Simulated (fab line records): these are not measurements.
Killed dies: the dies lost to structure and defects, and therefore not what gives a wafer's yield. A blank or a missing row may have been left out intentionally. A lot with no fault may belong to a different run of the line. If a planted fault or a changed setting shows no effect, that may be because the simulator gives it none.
Split-lot study | flow sfq_line | 23 wafers read from 5 lots, route of 325 steps

## ON THE SPLIT
At SFQ_TRILAYER_L0_DEP_SPUTTER_003 (material MoNx KI, target thk 40 nm, time 100 s), the setting power_w was moved away from the recipe's 800 W on 5 of the 23 wafers read, by +6.0% to +6.5%. This setting was run at the recipe's value on the other wafers.

## FROM THE SPLIT TO THE READING: what the file shows between them, 7 steps
- SFQ_L0_RS_MEAS_901: measures by four-point-probe
- SFQ_L0_THK_MEAS_902: measures by xrf
- SFQ_TRILAYER_L0_LITHO_COAT_005: resist thk 600 nm (also split here: spin_rpm)
- SFQ_TRILAYER_L0_LITHO_SOFTBAKE_009
- SFQ_TRILAYER_L0_LITHO_EXPOSE_006: exposes mask L0, target cd 2000 nm
- SFQ_TRILAYER_L0_LITHO_DEVELOP_007: time 60 s
- SFQ_TRILAYER_L0_BARC_OPEN_METAL_ETCH_010: etches BARC in O2, target depth 125 nm, time 41.7 s

## THE READING
oes_product_au, in a.u., at SFQ_TRILAYER_L0_ETCH_METAL_ETCH_008 (etches MoNx KI in SF6/O2, stops on SiO2, target depth 50 nm, time 25 s). On this fab line, fault-free wafers typically give 0.876 a.u. with a standard deviation of 0.0057 a.u.

wafer  | tool, chamber at the split | power_w as run, W | against the recipe | oes_product_au, a.u. | against lot-mates on the recipe
L075.1 | pvd_sputter-04, -          | 800               | recipe             | 0.885                | -
L075.5 | pvd_sputter-04, -          | 800               | recipe             | 0.872                | -
L075.6 | pvd_sputter-04, -          | 800               | recipe             | 0.881                | -
L080.1 | pvd_sputter-05, -          | 800               | recipe             | 0.874                | -
L080.2 | pvd_sputter-05, -          | 851.6             | +6.5%              | 0.908                | +0.032
L080.3 | pvd_sputter-05, -          | 851.6             | +6.5%              | 0.906                | +0.030
L080.4 | pvd_sputter-05, -          | 800               | recipe             | 0.878                | -
L080.5 | pvd_sputter-05, -          | 800               | recipe             | 0.877                | -
L081.2 | pvd_sputter-06, -          | 800               | recipe             | 0.879                | -
L081.3 | pvd_sputter-06, -          | 847.9             | +6.0%              | 0.903                | +0.024
L081.4 | pvd_sputter-06, -          | 847.9             | +6.0%              | 0.896                | +0.017
L081.5 | pvd_sputter-06, -          | 800               | recipe             | 0.880                | -
L081.6 | pvd_sputter-06, -          | 847.9             | +6.0%              | 0.904                | +0.025
L083.2 | pvd_sputter-04, -          | 800               | recipe             | 0.868                | -
L083.3 | pvd_sputter-04, -          | 800               | recipe             | 0.870                | -
L083.4 | pvd_sputter-04, -          | 800               | recipe             | 0.877                | -
L083.5 | pvd_sputter-04, -          | 800               | recipe             | 0.871                | -
L083.6 | pvd_sputter-04, -          | 800               | recipe             | 0.874                | -
L085.1 | pvd_sputter-04, -          | 800               | recipe             | 0.876                | -
L085.2 | pvd_sputter-04, -          | 800               | recipe             | 0.874                | -
L085.4 | pvd_sputter-04, -          | 800               | recipe             | 0.878                | -
L085.5 | pvd_sputter-04, -          | 800               | recipe             | 0.871                | -
L085.6 | pvd_sputter-04, -          | 800               | recipe             | 0.874                | -

THE FIT
A straight line over all 23 wafers: oes_product_au changes by +0.00453 a.u. for each +1% of power_w; r = +0.94; the points scatter about the line by 0.0042 a.u.
The same after taking each lot's own level away (the mean of its wafers on the recipe; 23 wafers): +0.0041 a.u. for each +1%; r = +0.95; scatter 0.0036 a.u.
That fit puts the effect of the largest move of power_w on the reading at 0.026 a.u.
From 0.8720 to 0.8795 a.u.: that is the span of the lots' own levels, equal to 1.3 times the standard deviation above.
So the lot-to-lot level changes the slope: the two fits differ.
Check: for one of the wafers moved furthest among these (+6.5%), held out of the fit, the line's prediction against its lot-mates is +0.025 a.u. Against them it came out at +0.0317 a.u.

## THESE WAFERS: OTHER SPLITS
Other splits were also applied to these wafers ahead of the reading. Each is held against what the fit with the lots' levels taken away leaves over:
other split on the same wafers          | wafers away from the commonest value | r with oes_product_au (lot level and that fit taken away)
SFQ_TRILAYER_L0_LITHO_COAT_005 spin_rpm | 5                                    | +0.33

## THE WHOLE CHAIN: every reading that the file lists as answering this split, in the file's order
step                                | what it does                                                           | reading                                                                                        | change (the file's fit)                   | r (the file's)
SFQ_TRILAYER_L0_DEP_SPUTTER_003     | material MoNx KI, target thk 40 nm, time 100 s                         | MoNx_KI_of_TRILAYER_L0_DEP_SPUTTER_003.thk_nm (the simulator's own value, which no gauge read) | +0.401 nm for each +1% of the setting     | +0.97
SFQ_L0_RS_MEAS_901                  | measures by four-point-probe                                           | L0_MONX_KI_RS                                                                                  | -0.395 for each +1% of the setting        | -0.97
SFQ_L0_THK_MEAS_902                 | measures by xrf                                                        | L0_MONX_KI_THK                                                                                 | +0.369 for each +1% of the setting        | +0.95
SFQ_TRILAYER_L0_ETCH_METAL_ETCH_008 | etches MoNx KI in SF6/O2, stops on SiO2, target depth 50 nm, time 25 s | oes_product_au                                                                                 | +0.00419 a.u. for each +1% of the setting | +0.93

## FILE'S OWN FIT
oes_product_au changes by +0.00419 a.u. for each +1% of power_w, r = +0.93.
